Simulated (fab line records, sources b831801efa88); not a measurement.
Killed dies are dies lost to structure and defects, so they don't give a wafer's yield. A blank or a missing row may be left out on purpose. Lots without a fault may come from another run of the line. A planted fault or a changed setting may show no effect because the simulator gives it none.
Tool commonality check | flow gf180mcu | 14 lots, 42 wafers sampled

WHY IT WAS OPENED
At GF_HV_LDD_TW_MEAS_50 the reading HV_LDD_4_TW is flagged on 2 of 14 lots. Wafers without a fault read 569, standard deviation 3.1.
Rule: a lot is flagged when every wafer of it that has a number lies more than 4 standard deviations from that mean, or none has a number. The other lots count as sound.

lot  | measured     | on            | HV_LDD_4_TW, wafer by wafer | flag
L671 | day 12 10:34 | film_metro-01 | 572 573 572                 |
L672 | day 12 16:48 | film_metro-01 | 570 574 572                 |
L673 | day 13 03:45 | film_metro-01 | 575 570 571                 |
L674 | day 13 09:38 | film_metro-04 | 566 566 565                 |
L675 | day 13 18:32 | film_metro-03 | 563 565 564                 |
L676 | day 14 10:21 | film_metro-01 | 566 573 571                 |
L677 | day 14 18:04 | film_metro-04 | 568 571 571                 |
L678 | day 14 20:58 | film_metro-04 | 573 572 570                 |
L679 | day 15 02:54 | film_metro-03 | 567 569 568                 |
L680 | day 15 15:55 | film_metro-01 | 569 570 572                 |
L681 | day 15 21:34 | film_metro-01 | 568 566 568                 |
L682 | day 16 01:38 | film_metro-01 | 568 566 568                 |
L688 | day 17 23:38 | film_metro-04 | 646 649 651                 | FLAGGED
L693 | day 19 11:54 | film_metro-03 | 642 641 643                 | FLAGGED
The numbers of the flagged lots are 645 on average: +76 against the usual, or +25 standard deviations.

WHICH TOOL RAN EACH LOT
The record holds 1 process step before the reading, out of a route of 602 steps. In each cell: the tool, then ch and the chambers that the sampled wafers went through, then the start.
lot  | flag    | GF_HV_LDD_IMPLANT_48
L671 |         | implanter-04 ch 0, day 12 10:20
L672 |         | implanter-04 ch 0, day 12 16:34
L673 |         | implanter-03 ch 0, day 13 03:31
L674 |         | implanter-01 ch 0, day 13 09:23
L675 |         | implanter-04 ch 0, day 13 18:20
L676 |         | implanter-04 ch 0, day 14 10:07
L677 |         | implanter-03 ch 0, day 14 17:51
L678 |         | implanter-04 ch 0, day 14 20:45
L679 |         | implanter-04 ch 0, day 15 02:39
L680 |         | implanter-01 ch 0, day 15 15:42
L681 |         | implanter-03 ch 0, day 15 21:21
L682 |         | implanter-04 ch 0, day 16 01:23
L688 | FLAGGED | implanter-04 ch 0, day 17 23:22
L693 | FLAGGED | implanter-04 ch 0, day 19 11:39
What these steps do:
- GF_HV_LDD_IMPLANT_48
- GF_HV_LDD_TW_MEAS_50

FLAGGED OVER TOTAL, TOOL BY TOOL (the gauges that took the reading come last)
step                 | tool          | lots run | flagged | share of the flagged lots | sound lots run after its first flagged lot
GF_HV_LDD_IMPLANT_48 | implanter-01  | 2        | 0       | none                      | -
GF_HV_LDD_IMPLANT_48 | implanter-03  | 3        | 0       | none                      | -
GF_HV_LDD_IMPLANT_48 | implanter-04  | 9        | 2       | all                       | 0
GF_HV_LDD_TW_MEAS_50 | film_metro-01 | 7        | 0       | none                      | -
GF_HV_LDD_TW_MEAS_50 | film_metro-03 | 3        | 1       | some                      | 0
GF_HV_LDD_TW_MEAS_50 | film_metro-04 | 4        | 1       | some                      | 0

WHAT THE TABLE ALLOWS
1 row of the table ran every flagged lot: implanter-04 at GF_HV_LDD_IMPLANT_48.
- implanter-04 at GF_HV_LDD_IMPLANT_48: 2 of its 9 lots flagged. Its last sound lot is L682 (day 16 01:23), its first flagged lot L688 (day 17 23:22): a fault that began between those two fits. Its own readings lie more than 4 standard deviations out on every wafer of the flagged lots: dose_ions_cm2, faraday_current_uA.
One tool is left: implanter-04 at GF_HV_LDD_IMPLANT_48.

WHAT THE SIMULATOR HAD PUT IN
Process parameter drift: implanter-04, from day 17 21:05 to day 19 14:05, at GF_HV_LDD_IMPLANT_48. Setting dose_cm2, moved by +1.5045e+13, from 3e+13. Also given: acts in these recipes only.
Lots struck among those shown: L688, L693. The rule above found the same.
